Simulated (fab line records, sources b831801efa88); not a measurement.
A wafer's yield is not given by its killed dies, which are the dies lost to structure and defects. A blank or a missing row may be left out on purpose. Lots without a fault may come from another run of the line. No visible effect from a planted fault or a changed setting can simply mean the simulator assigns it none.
Check for tools in common -- flow gf180mcu -- 14 lots, 42 wafers sampled

== WHY THIS WAS OPENED ==
Flagged at GF_M2_CD_MEAS_14: reading cdNm, on 2 of 14 lots. No-fault wafers: 280.1 nm, standard deviation 1.2.
Rule: a lot gets a flag if all its wafers with a number sit over 4 standard deviations from that mean, or if no wafer of it has a number. All remaining lots are regarded as sound.

lot,measured,on,"cdNm (nm), wafer by wafer",flag
L354,day 18 21:40,cdSem-02,277.6 277.4 278.5,
L355,day 19 13:15,cdSem-01,280.2 281.1 281.9,
L357,day 20 02:48,cdSem-01,278.7 280.5 279.5,
L358,day 20 18:59,cdSem-01,280.7 281.0 280.8,
L359,day 21 01:23,cdSem-02,278.6 281.5 280.8,
L361,day 22 03:31,cdSem-01,280.6 281.2 280.1,
L362,day 22 03:57,cdSem-01,280.6 280.7 279.6,
L363,day 22 10:56,cdSem-01,278.2 277.9 277.9,
L364,day 23 01:05,cdSem-01,280.2 281.0 279.7,
L365,day 23 10:17,cdSem-01,282.3 281.9 280.3,
L366,day 23 18:05,cdSem-02,279.7 279.0 279.3,
L373,day 25 21:52,cdSem-01,265.8 243.9 274.6,FLAGGED
L375,day 26 13:06,cdSem-01,256.9 247.3 254.3,FLAGGED
L377,day 27 03:53,cdSem-02,282.5 282.8 283.2,
The numbers of the flagged lots are 257.1 nm on average: -23.0 nm against the usual, or -19 standard deviations.

== WHICH TOOL RAN EACH LOT ==
2 process steps preceding the reading are held in the record, out of 602 steps in the route. Read each cell as the tool, then ch plus the chambers that the sampled wafers visited, then the start.
lot,flag,GF_V1_SPUTTER_21,GF_M2_EXPOSE_11
L354,,"pvdSputter-03, day 17 20:59","krfScanner-01 ch 0, day 18 09:32"
L355,,"pvdSputter-03, day 18 11:42","krfScanner-02 ch 0, day 19 01:13"
L357,,"pvdSputter-03, day 19 01:45","krfScanner-01 ch 0, day 19 15:02"
L358,,"pvdSputter-03, day 19 18:25","krfScanner-02 ch 0, day 20 07:16"
L359,,"pvdSputter-02, day 20 00:45","krfScanner-02 ch 0, day 20 13:12"
L361,,"pvdSputter-02, day 21 02:32","krfScanner-02 ch 0, day 21 15:30"
L362,,"pvdSputter-01, day 21 04:05","krfScanner-01 ch 0, day 21 16:26"
L363,,"pvdSputter-03, day 21 10:49","krfScanner-02 ch 0, day 21 23:35"
L364,,"pvdSputter-03, day 22 00:24","krfScanner-02 ch 0, day 22 13:18"
L365,,"pvdSputter-03, day 22 09:35","krfScanner-02 ch 0, day 22 22:43"
L366,,"pvdSputter-03, day 22 18:02","krfScanner-02 ch 0, day 23 06:34"
L373,FLAGGED,"pvdSputter-03, day 24 23:24","krfScanner-02 ch 0, day 25 11:06"
L375,FLAGGED,"pvdSputter-02, day 25 15:05","krfScanner-02 ch 0, day 26 03:09"
L377,,"pvdSputter-03, day 26 06:43","krfScanner-01 ch 0, day 26 18:00"
What these steps do:
- GF_V1_SPUTTER_21: material Ti, target thk 15 nm, time 80.02 s.
- GF_M2_EXPOSE_11: exposes mask Metal2, target cd 280 nm.
- GF_M2_CD_MEAS_14: target cd 280 nm.

== FLAGGED AGAINST TOTAL, ONE TOOL AT A TIME (gauges that did the reading follow at the end) ==
step,tool,lots run,flagged,share of the flagged lots,sound lots run after its first flagged lot
GF_V1_SPUTTER_21,pvdSputter-01,1,0,none,-
GF_V1_SPUTTER_21,pvdSputter-02,3,1,some,0
GF_V1_SPUTTER_21,pvdSputter-03,10,1,some,1 (L377)
GF_M2_EXPOSE_11,krfScanner-01,4,0,none,-
GF_M2_EXPOSE_11,krfScanner-02,10,2,all,0
GF_M2_CD_MEAS_14,cdSem-01,10,2,all,0
GF_M2_CD_MEAS_14,cdSem-02,4,0,none,-

== THE TABLE: WHAT IT ALLOWS ==
Table rows that saw every flagged lot: 2, namely krfScanner-02 at GF_M2_EXPOSE_11 and cdSem-01 at GF_M2_CD_MEAS_14.
- krfScanner-02 at GF_M2_EXPOSE_11 ran 10 lots, 2 of them flagged. Its last sound lot is L366 (day 23 06:34), its first flagged lot L373 (day 25 11:06): a fault that began between those two fits. Its own readings (exposureDoseMJCm2) fall more than 4 standard deviations out on all wafers of the flagged lots.
- cdSem-01 at GF_M2_CD_MEAS_14 ran 10 lots, 2 of them flagged. Its last sound lot is L365 (day 23 10:17), its first flagged lot L373 (day 25 21:52): a fault that began between those two fits.
These 2 tools cannot be told apart by counting lots, since each of them fits a fault that started at some hour. More lots, or a look at what each step does to the wafer, might.

== WHAT HAD BEEN PUT IN BY THE SIMULATOR ==
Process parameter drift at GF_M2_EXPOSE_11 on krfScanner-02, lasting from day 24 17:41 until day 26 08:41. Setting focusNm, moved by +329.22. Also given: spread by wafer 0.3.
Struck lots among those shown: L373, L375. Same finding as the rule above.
